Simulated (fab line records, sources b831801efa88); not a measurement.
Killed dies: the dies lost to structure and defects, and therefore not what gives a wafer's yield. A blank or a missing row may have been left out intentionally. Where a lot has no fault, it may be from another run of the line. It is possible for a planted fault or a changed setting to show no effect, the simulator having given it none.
Which of the tools did it? :: flow sfq-line :: 14 lots, 42 wafers sampled, at 4 steps of a route of 325

WHAT THE GAUGES SHOWED, per wafer
The record lacks any reading of a measuring or inspecting step that a usual standard deviation could be used to judge.

EACH LOT AND THE TOOL THAT RAN IT (in order: tool; ch and the chambers of the sampled wafers; start)
lot: L581
SFQ_TRILAYER_M0_STRIP_STRIP_025: rie-metal-02 ch 0,1, day 5 18:08
SFQ_TRILAYER_I0_VIA_ETCH_VIA_ETCH_034: rie-diel-04 ch 0,2, day 9 14:36
SFQ_TRILAYER_I1_VIA_STRIP_STRIP_053: rie-metal-03 ch 0,1, day 15 16:52
SFQ_TRILAYER_JJ_CE_BARC_OPEN_RIE_150: rie-metal-04 ch 0,1, day 43 10:18

lot: L582
SFQ_TRILAYER_M0_STRIP_STRIP_025: rie-metal-02 ch 0,1, day 6 00:14
SFQ_TRILAYER_I0_VIA_ETCH_VIA_ETCH_034: rie-diel-02 ch 2,3, day 9 23:00
SFQ_TRILAYER_I1_VIA_STRIP_STRIP_053: rie-metal-03 ch 0,1, day 16 01:16
SFQ_TRILAYER_JJ_CE_BARC_OPEN_RIE_150: rie-metal-01 ch 0,1, day 43 13:49

lot: L583
SFQ_TRILAYER_M0_STRIP_STRIP_025: rie-metal-01 ch 0,1, day 6 09:50
SFQ_TRILAYER_I0_VIA_ETCH_VIA_ETCH_034: rie-diel-03 ch 0,1, day 10 07:24
SFQ_TRILAYER_I1_VIA_STRIP_STRIP_053: rie-metal-03 ch 0,1, day 16 12:49
SFQ_TRILAYER_JJ_CE_BARC_OPEN_RIE_150: rie-metal-01 ch 0,1, day 43 16:13

lot: L584
SFQ_TRILAYER_M0_STRIP_STRIP_025: rie-metal-02 ch 0,1, day 6 12:14
SFQ_TRILAYER_I0_VIA_ETCH_VIA_ETCH_034: rie-diel-02 ch 0,1,2, day 10 12:12
SFQ_TRILAYER_I1_VIA_STRIP_STRIP_053: rie-metal-02 ch 0,1, day 16 18:49
SFQ_TRILAYER_JJ_CE_BARC_OPEN_RIE_150: rie-metal-01 ch 0,1, day 43 17:25

lot: L585
SFQ_TRILAYER_M0_STRIP_STRIP_025: rie-metal-02 ch 0,1, day 6 19:38
SFQ_TRILAYER_I0_VIA_ETCH_VIA_ETCH_034: rie-diel-04 ch 0,1,2, day 10 21:54
SFQ_TRILAYER_I1_VIA_STRIP_STRIP_053: rie-metal-02 ch 0,1, day 17 03:25
SFQ_TRILAYER_JJ_CE_BARC_OPEN_RIE_150: rie-metal-04 ch 0,1, day 43 18:39

lot: L586
SFQ_TRILAYER_M0_STRIP_STRIP_025: rie-metal-04 ch 0,1, day 7 02:31
SFQ_TRILAYER_I0_VIA_ETCH_VIA_ETCH_034: rie-diel-03 ch 0,2,3, day 11 15:10
SFQ_TRILAYER_I1_VIA_STRIP_STRIP_053: rie-metal-01 ch 0,1, day 17 21:13
SFQ_TRILAYER_JJ_CE_BARC_OPEN_RIE_150: rie-metal-04 ch 0,1, day 45 20:09

lot: L588
SFQ_TRILAYER_M0_STRIP_STRIP_025: rie-metal-01 ch 0,1, day 7 14:43
SFQ_TRILAYER_I0_VIA_ETCH_VIA_ETCH_034: rie-diel-04 ch 0,1,2, day 12 09:10
SFQ_TRILAYER_I1_VIA_STRIP_STRIP_053: rie-metal-02 ch 0,1, day 18 18:11
SFQ_TRILAYER_JJ_CE_BARC_OPEN_RIE_150: rie-metal-03 ch 0,1, day 52 14:51

lot: L589
SFQ_TRILAYER_M0_STRIP_STRIP_025: rie-metal-04 ch 0,1, day 8 02:23
SFQ_TRILAYER_I0_VIA_ETCH_VIA_ETCH_034: rie-diel-02 ch 1,2,3, day 12 16:22
SFQ_TRILAYER_I1_VIA_STRIP_STRIP_053: rie-metal-03 ch 0,1, day 19 02:23
SFQ_TRILAYER_JJ_CE_BARC_OPEN_RIE_150: rie-metal-04 ch 0,1, day 52 21:54

lot: L593
SFQ_TRILAYER_M0_STRIP_STRIP_025: rie-metal-02 ch 0,1, day 8 23:57
SFQ_TRILAYER_I0_VIA_ETCH_VIA_ETCH_034: rie-diel-02 ch 0,2,3, day 13 22:50
SFQ_TRILAYER_I1_VIA_STRIP_STRIP_053: rie-metal-02 ch 0,1, day 20 11:59
SFQ_TRILAYER_JJ_CE_BARC_OPEN_RIE_150: rie-metal-01 ch 0,1, day 59 19:28

lot: L596
SFQ_TRILAYER_M0_STRIP_STRIP_025: rie-metal-02 ch 0,1, day 9 21:06
SFQ_TRILAYER_I0_VIA_ETCH_VIA_ETCH_034: rie-diel-02 ch 0,1,3, day 15 01:02
SFQ_TRILAYER_I1_VIA_STRIP_STRIP_053: rie-metal-02 ch 0,1, day 22 08:04
SFQ_TRILAYER_JJ_CE_BARC_OPEN_RIE_150: rie-metal-01 ch 0, day 61 14:17

lot: L598
SFQ_TRILAYER_M0_STRIP_STRIP_025: rie-metal-02 ch 0,1, day 10 09:06
SFQ_TRILAYER_I0_VIA_ETCH_VIA_ETCH_034: rie-diel-03 ch 1,2,3, day 15 17:50
SFQ_TRILAYER_I1_VIA_STRIP_STRIP_053: rie-metal-02 ch 0,1, day 23 03:16
SFQ_TRILAYER_JJ_CE_BARC_OPEN_RIE_150: rie-metal-03 ch 0,1, day 62 19:13

lot: L602
SFQ_TRILAYER_M0_STRIP_STRIP_025: rie-metal-04 ch 0,1, day 11 07:54
SFQ_TRILAYER_I0_VIA_ETCH_VIA_ETCH_034: rie-diel-03 ch 0,2, day 16 17:04
SFQ_TRILAYER_I1_VIA_STRIP_STRIP_053: rie-metal-02 ch 1, day 24 11:59
SFQ_TRILAYER_JJ_CE_BARC_OPEN_RIE_150: rie-metal-03 ch 1, day 63 17:56

lot: L603
SFQ_TRILAYER_M0_STRIP_STRIP_025: rie-metal-04 ch 0,1, day 11 14:55
SFQ_TRILAYER_I0_VIA_ETCH_VIA_ETCH_034: rie-diel-04 ch 1,2,3, day 17 01:28
SFQ_TRILAYER_I1_VIA_STRIP_STRIP_053: rie-metal-02 ch 0,1, day 24 23:59
SFQ_TRILAYER_JJ_CE_BARC_OPEN_RIE_150: rie-metal-04 ch 1, day 64 04:44

lot: L604
SFQ_TRILAYER_M0_STRIP_STRIP_025: rie-metal-04 ch 0,1, day 11 22:07
SFQ_TRILAYER_I0_VIA_ETCH_VIA_ETCH_034: rie-diel-02 ch 0,1,2, day 17 11:04
SFQ_TRILAYER_I1_VIA_STRIP_STRIP_053: rie-metal-01 ch 0, day 25 08:23
SFQ_TRILAYER_JJ_CE_BARC_OPEN_RIE_150: rie-metal-04 ch 0,1, day 64 07:08
- SFQ_TRILAYER_M0_STRIP_STRIP_025: strips in O2.
- SFQ_TRILAYER_I0_VIA_ETCH_VIA_ETCH_034: etches SiO2 in CHF3, stops on Nb, target depth 260 nm.
- SFQ_TRILAYER_I1_VIA_STRIP_STRIP_053: strips in O2.
- SFQ_TRILAYER_JJ_CE_BARC_OPEN_RIE_150: chemistry O2, target BARC, target depth 240 nm, time 80 s.

AS READ BY THE TOOLS THEMSELVES (means over the sampled wafers that have a number; for cases with no such wafer, the mark the record gives instead)
SFQ_TRILAYER_M0_STRIP_STRIP_025.
lot: L581
tool: rie-metal-02
drypump-motor-current-A (A): 5.41
oes-product-au (a.u.): 0.993

lot: L582
tool: rie-metal-02
drypump-motor-current-A (A): 5.42
oes-product-au (a.u.): 0.997

lot: L583
tool: rie-metal-01
drypump-motor-current-A (A): 5.51
oes-product-au (a.u.): 1.004

lot: L584
tool: rie-metal-02
drypump-motor-current-A (A): 5.41
oes-product-au (a.u.): 0.998

lot: L585
tool: rie-metal-02
drypump-motor-current-A (A): 5.42
oes-product-au (a.u.): 0.989

lot: L586
tool: rie-metal-04
drypump-motor-current-A (A): 5.56
oes-product-au (a.u.): 0.987

lot: L588
tool: rie-metal-01
drypump-motor-current-A (A): 5.55
oes-product-au (a.u.): 1.005

lot: L589
tool: rie-metal-04
drypump-motor-current-A (A): 5.56
oes-product-au (a.u.): 0.996

lot: L593
tool: rie-metal-02
drypump-motor-current-A (A): 5.63
oes-product-au (a.u.): 0.995

lot: L596
tool: rie-metal-02
drypump-motor-current-A (A): 5.41
oes-product-au (a.u.): 0.999

lot: L598
tool: rie-metal-02
drypump-motor-current-A (A): 5.43
oes-product-au (a.u.): 1.000

lot: L602
tool: rie-metal-04
drypump-motor-current-A (A): 5.59
oes-product-au (a.u.): 0.986

lot: L603
tool: rie-metal-04
drypump-motor-current-A (A): 5.58
oes-product-au (a.u.): 0.996

lot: L604
tool: rie-metal-04
drypump-motor-current-A (A): 5.58
oes-product-au (a.u.): 0.989

SFQ_TRILAYER_I0_VIA_ETCH_VIA_ETCH_034.
lot: L581
tool: rie-diel-04
bias-w (W): 79.91
drypump-motor-current-A (A): 6.3
oes-product-au (a.u.): 0.850

lot: L582
tool: rie-diel-02
bias-w (W): 80.06
drypump-motor-current-A (A): 5.7
oes-product-au (a.u.): 0.857

lot: L583
tool: rie-diel-03
bias-w (W): 80.22
drypump-motor-current-A (A): 5.8
oes-product-au (a.u.): 0.853

lot: L584
tool: rie-diel-02
bias-w (W): 80.27
drypump-motor-current-A (A): 6.1
oes-product-au (a.u.): 0.857

lot: L585
tool: rie-diel-04
bias-w (W): 79.94
drypump-motor-current-A (A): 6.0
oes-product-au (a.u.): 0.857

lot: L586
tool: rie-diel-03
bias-w (W): 79.95
drypump-motor-current-A (A): 5.3
oes-product-au (a.u.): 0.856

lot: L588
tool: rie-diel-04
bias-w (W): 79.86
drypump-motor-current-A (A): 6.0
oes-product-au (a.u.): 0.854

lot: L589
tool: rie-diel-02
bias-w (W): 79.91
drypump-motor-current-A (A): 6.0
oes-product-au (a.u.): 0.852

lot: L593
tool: rie-diel-02
bias-w (W): 79.13
drypump-motor-current-A (A): 5.9
oes-product-au (a.u.): 0.859

lot: L596
tool: rie-diel-02
bias-w (W): 79.36
drypump-motor-current-A (A): 6.0
oes-product-au (a.u.): 0.857

lot: L598
tool: rie-diel-03
bias-w (W): 79.75
drypump-motor-current-A (A): 5.8
oes-product-au (a.u.): 0.857

lot: L602
tool: rie-diel-03
bias-w (W): 79.90
drypump-motor-current-A (A): 4.9
oes-product-au (a.u.): 0.859

lot: L603
tool: rie-diel-04
bias-w (W): 79.90
drypump-motor-current-A (A): 6.1
oes-product-au (a.u.): 0.857

lot: L604
tool: rie-diel-02
bias-w (W): 79.82
drypump-motor-current-A (A): 6.2
oes-product-au (a.u.): 0.853

SFQ_TRILAYER_I1_VIA_STRIP_STRIP_053.
lot: L581
tool: rie-metal-03
drypump-motor-current-A (A): 5.35
oes-product-au (a.u.): 1.009

lot: L582
tool: rie-metal-03
drypump-motor-current-A (A): 5.36
oes-product-au (a.u.): 1.015

lot: L583
tool: rie-metal-03
drypump-motor-current-A (A): 5.38
oes-product-au (a.u.): 1.008

lot: L584
tool: rie-metal-02
drypump-motor-current-A (A): 5.41
oes-product-au (a.u.): 0.999

lot: L585
tool: rie-metal-02
drypump-motor-current-A (A): 5.62
oes-product-au (a.u.): 1.002

lot: L586
tool: rie-metal-01
drypump-motor-current-A (A): 5.45
oes-product-au (a.u.): 1.009

lot: L588
tool: rie-metal-02
drypump-motor-current-A (A): 5.41
oes-product-au (a.u.): 0.999

lot: L589
tool: rie-metal-03
drypump-motor-current-A (A): 5.38
oes-product-au (a.u.): 1.009

lot: L593
tool: rie-metal-02
drypump-motor-current-A (A): 5.62
oes-product-au (a.u.): 1.007

lot: L596
tool: rie-metal-02
drypump-motor-current-A (A): 5.61
oes-product-au (a.u.): 1.004

lot: L598
tool: rie-metal-02
drypump-motor-current-A (A): 5.61
oes-product-au (a.u.): 1.010

lot: L602
tool: rie-metal-02
drypump-motor-current-A (A): 5.82
oes-product-au (a.u.): 1.009

lot: L603
tool: rie-metal-02
drypump-motor-current-A (A): 5.61
oes-product-au (a.u.): 1.004

lot: L604
tool: rie-metal-01
drypump-motor-current-A (A): 5.42
oes-product-au (a.u.): 0.995

SFQ_TRILAYER_JJ_CE_BARC_OPEN_RIE_150.
lot: L581
tool: rie-metal-04
drypump-motor-current-A (A): 5.55
oes-product-au (a.u.): 0.538

lot: L582
tool: rie-metal-01
drypump-motor-current-A (A): 5.54
oes-product-au (a.u.): 0.538

lot: L583
tool: rie-metal-01
drypump-motor-current-A (A): 5.45
oes-product-au (a.u.): 0.535

lot: L584
tool: rie-metal-01
drypump-motor-current-A (A): 5.47
oes-product-au (a.u.): 0.540

lot: L585
tool: rie-metal-04
drypump-motor-current-A (A): 5.57
oes-product-au (a.u.): 0.534

lot: L586
tool: rie-metal-04
drypump-motor-current-A (A): 5.58
oes-product-au (a.u.): 0.533

lot: L588
tool: rie-metal-03
drypump-motor-current-A (A): 5.39
oes-product-au (a.u.): 0.544

lot: L589
tool: rie-metal-04
drypump-motor-current-A (A): 5.57
oes-product-au (a.u.): 0.540

lot: L593
tool: rie-metal-01
drypump-motor-current-A (A): 5.46
oes-product-au (a.u.): 0.533

lot: L596
tool: rie-metal-01
drypump-motor-current-A (A): 5.41
oes-product-au (a.u.): 0.538

lot: L598
tool: rie-metal-03
drypump-motor-current-A (A): 5.36
oes-product-au (a.u.): 0.540

lot: L602
tool: rie-metal-03
drypump-motor-current-A (A): 5.80
oes-product-au (a.u.): 0.538

lot: L603
tool: rie-metal-04
drypump-motor-current-A (A): 5.56
oes-product-au (a.u.): 0.536

lot: L604
tool: rie-metal-04
drypump-motor-current-A (A): 5.56
oes-product-au (a.u.): 0.535

THE ANSWER, worked out from the rows above alone
Rule: usual is defined by the lots themselves. The widest of any qualifying gaps counts: lots, ordered by their means at a reading, are off when they make up no more than a third of the lots, leave a main group of 4 or more, and stand apart from it by 3 or more times the standard deviation of that group's means. The tables above print the reading to a certain number of digits; a main group whose means all agree to those digits is not used. Also off: a lot with no number at a reading for which 4 or more lots have one. Any other lot the step has rows for is counted as sound. The gauges are gone through in route order, then the tools' own readings, and for those a lot's mean is taken as printed above. At the first step where some lot is off, the reading lying furthest off is the one used; lots without a number count as furthest.
Nothing can be told from this: no lot is off at any reading shown.

WHAT THE SIMULATOR PUT IN
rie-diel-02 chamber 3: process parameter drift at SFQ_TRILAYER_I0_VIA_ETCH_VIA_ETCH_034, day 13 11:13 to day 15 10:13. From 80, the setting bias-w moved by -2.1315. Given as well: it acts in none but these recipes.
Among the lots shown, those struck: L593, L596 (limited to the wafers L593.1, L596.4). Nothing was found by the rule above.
